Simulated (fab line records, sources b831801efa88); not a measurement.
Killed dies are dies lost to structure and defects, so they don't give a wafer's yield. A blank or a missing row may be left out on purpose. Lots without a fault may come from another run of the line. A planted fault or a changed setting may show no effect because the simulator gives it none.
Which tool did it? | flow sky130 | 13 lots, 37 wafers sampled, at 4 steps of a route of 708

WHAT THE GAUGES READ, wafer by wafer
SKY_FIELD_ISO_CD_MEAS_13: target cd 150 nm. Usual: cd_nm 149.6 nm, standard deviation 1.4.
lot  | measured    | on        | cd_nm (nm)        | flag
L704 | day 2 04:47 | cd_sem-01 | 152.7 150.0 151.3 |
L705 | day 2 13:52 | cd_sem-02 | 148.7 149.3 148.4 |
L708 | day 3 02:58 | cd_sem-02 | 150.4 150.6 151.1 |
L709 | day 3 08:11 | cd_sem-02 | 149.0 147.7 148.9 |
L712 | day 4 01:44 | cd_sem-02 | 149.0 149.6 150.1 |
L713 | day 4 04:39 | cd_sem-01 | 149.8 149.7 149.0 |
L714 | day 4 10:19 | cd_sem-01 | 149.5 147.4 149.7 |
L715 | day 4 18:28 | cd_sem-01 | 151.0 151.1 151.5 |
L716 | day 4 22:08 | cd_sem-02 | 151.0 153.0 152.6 |
L718 | day 5 05:03 | cd_sem-02 | 150.1 148.1 149.2 |
L719 | day 5 10:25 | cd_sem-02 | 149.5 150.5 150.3 |
L725 | day 6 18:04 | cd_sem-01 | 150.4 101.6       | OFF
L726 | day 7 00:34 | cd_sem-01 | 147.2 101.0       | OFF

SKY_NWELL_TW_MEAS_15. Usual: NWELL_TW 1829, standard deviation 13.
lot  | measured    | on            | NWELL_TW       | flag
L704 | day 4 14:57 | film_metro-03 | 1814 1797 1802 |
L705 | day 4 23:26 | film_metro-01 | 1843 1839 1839 |
L708 | day 5 17:02 | film_metro-01 | 1845 1857 1844 |
L709 | day 5 23:46 | film_metro-03 | 1804 1811 1818 |
L712 | day 6 15:01 | film_metro-03 | 1812 1811 1813 |
L713 | day 6 20:56 | film_metro-04 | 1835 1821 1824 |
L714 | day 7 04:11 | film_metro-04 | 1810 1822 1821 |
L715 | day 7 10:59 | film_metro-04 | 1824 1831 1818 |
L716 | day 7 16:15 | film_metro-01 | 1830 1841 1829 |
L718 | day 8 00:27 | film_metro-03 | 1834 1824 1827 |
L719 | day 8 05:50 | film_metro-04 | 1823 1827 1818 |
L725 | day 9 19:15 | film_metro-01 | 1815           |
L726 | day 9 23:26 | film_metro-04 | 1835           |

WHICH TOOL RAN EACH LOT (tool, then ch and the chambers of the sampled wafers, then the start)
lot  | SKY_FIELD_ISO_EXPOSE_10          | SKY_NWELL_STRIP_14
L704 | krf_scanner-02 ch 0, day 1 21:31 | plasma_asher-03 ch 0,1, day 4 14:50
L705 | krf_scanner-02 ch 0, day 2 06:36 | plasma_asher-03 ch 0, day 4 23:20
L708 | krf_scanner-02 ch 0, day 2 19:40 | plasma_asher-02 ch 0,1, day 5 16:56
L709 | krf_scanner-02 ch 0, day 3 00:18 | plasma_asher-03 ch 0,1, day 5 23:41
L712 | krf_scanner-02 ch 0, day 3 17:46 | plasma_asher-02 ch 0,1, day 6 14:56
L713 | krf_scanner-02 ch 0, day 3 19:52 | plasma_asher-02 ch 0,1, day 6 20:50
L714 | krf_scanner-01 ch 0, day 4 02:16 | plasma_asher-03 ch 0,1, day 7 04:05
L715 | krf_scanner-02 ch 0, day 4 09:52 | plasma_asher-03 ch 0,1, day 7 10:53
L716 | krf_scanner-01 ch 0, day 4 12:46 | plasma_asher-03 ch 0,1, day 7 16:10
L718 | krf_scanner-02 ch 0, day 4 20:27 | plasma_asher-03 ch 0,1, day 8 00:22
L719 | krf_scanner-01 ch 0, day 5 02:19 | plasma_asher-03 ch 0,1, day 8 05:44
L725 | krf_scanner-02 ch 0, day 6 08:32 | plasma_asher-02 ch 1, day 9 19:08
L726 | krf_scanner-02 ch 0, day 6 15:16 | plasma_asher-02 ch 1, day 9 23:20
- SKY_FIELD_ISO_EXPOSE_10: exposes mask FOM, target cd 150 nm.
- SKY_NWELL_STRIP_14: strips in O2/N2.

WHAT THE TOOLS THEMSELVES READ (means of the sampled wafers that have a number; where no wafer has one, the mark that the record gives instead)
SKY_FIELD_ISO_EXPOSE_10. Usual: reticle_temp_C 22.99 C, standard deviation 0.085; stage_vel_mm_s 500.05 mm/s, standard deviation 0.26.
lot  | tool           | reticle_temp_C (C) | stage_vel_mm_s (mm/s) | flag
L704 | krf_scanner-02 | 23.08              | 499.87                |
L705 | krf_scanner-02 | 23.12              | 499.96                |
L708 | krf_scanner-02 | 23.01              | 499.82                |
L709 | krf_scanner-02 | 22.99              | 500.08                |
L712 | krf_scanner-02 | 23.05              | 500.11                |
L713 | krf_scanner-02 | 22.95              | 499.44                |
L714 | krf_scanner-01 | 22.98              | 499.83                |
L715 | krf_scanner-02 | 23.07              | 500.06                |
L716 | krf_scanner-01 | 22.96              | 499.89                |
L718 | krf_scanner-02 | 23.05              | 500.06                |
L719 | krf_scanner-01 | 22.94              | 499.87                |
L725 | krf_scanner-02 | 22.95              | 500.16                |
L726 | krf_scanner-02 | 23.04              | 500.00                |

SKY_NWELL_STRIP_14. Usual: drypump_motor_current_A 5.8 A, standard deviation 0.45; oes_product_au 0.723 a.u., standard deviation 0.0047; strip_time_to_endpoint_s 36.97 s, standard deviation 0.093.
lot  | tool            | drypump_motor_current_A (A) | oes_product_au (a.u.) | strip_time_to_endpoint_s (s) | flag
L704 | plasma_asher-03 | 5.4                         | 0.723                 | 36.95                        |
L705 | plasma_asher-03 | 5.3                         | 0.718                 | 37.05                        |
L708 | plasma_asher-02 | 6.4                         | 0.725                 | 37.12                        |
L709 | plasma_asher-03 | 5.4                         | 0.719                 | 36.99                        |
L712 | plasma_asher-02 | 6.3                         | 0.725                 | 37.04                        |
L713 | plasma_asher-02 | 6.4                         | 0.722                 | 37.15                        |
L714 | plasma_asher-03 | 5.4                         | 0.724                 | 36.99                        |
L715 | plasma_asher-03 | 5.6                         | 0.721                 | 37.01                        |
L716 | plasma_asher-03 | 5.4                         | 0.724                 | 36.89                        |
L718 | plasma_asher-03 | 5.4                         | 0.720                 | 36.98                        |
L719 | plasma_asher-03 | 5.6                         | 0.720                 | 37.03                        |
L725 | plasma_asher-02 | 6.5                         | 0.720                 | 36.94                        |
L726 | plasma_asher-02 | 6.5                         | 0.722                 | 36.90                        |

THE ANSWER, worked out from the rows above alone
Rule: a lot is off if the mean of its wafers that have a number lies more than 3 standard deviations from the usual mean. A lot without any number at a reading at which 4 lots or more have one is off too. The other lots that the step has rows for count as sound. The gauges are gone through in route order, then the tools' own readings, and for those a lot's mean is taken as printed above. The first step at which some lot is off is used, and at that step the reading that is off furthest; a lot without a number counts as furthest.
Off: L725, L726, at SKY_FIELD_ISO_CD_MEAS_13 (cd_nm).
A tool fits if, at a process step before that reading, it ran every lot that is off, and no sound lot after the first of them. The gauges at SKY_FIELD_ISO_CD_MEAS_13 are tried like those tools. Can't be told from this: 2 tools fit, krf_scanner-02 at SKY_FIELD_ISO_EXPOSE_10, cd_sem-01 at SKY_FIELD_ISO_CD_MEAS_13.

WHAT THE SIMULATOR HAD PUT IN
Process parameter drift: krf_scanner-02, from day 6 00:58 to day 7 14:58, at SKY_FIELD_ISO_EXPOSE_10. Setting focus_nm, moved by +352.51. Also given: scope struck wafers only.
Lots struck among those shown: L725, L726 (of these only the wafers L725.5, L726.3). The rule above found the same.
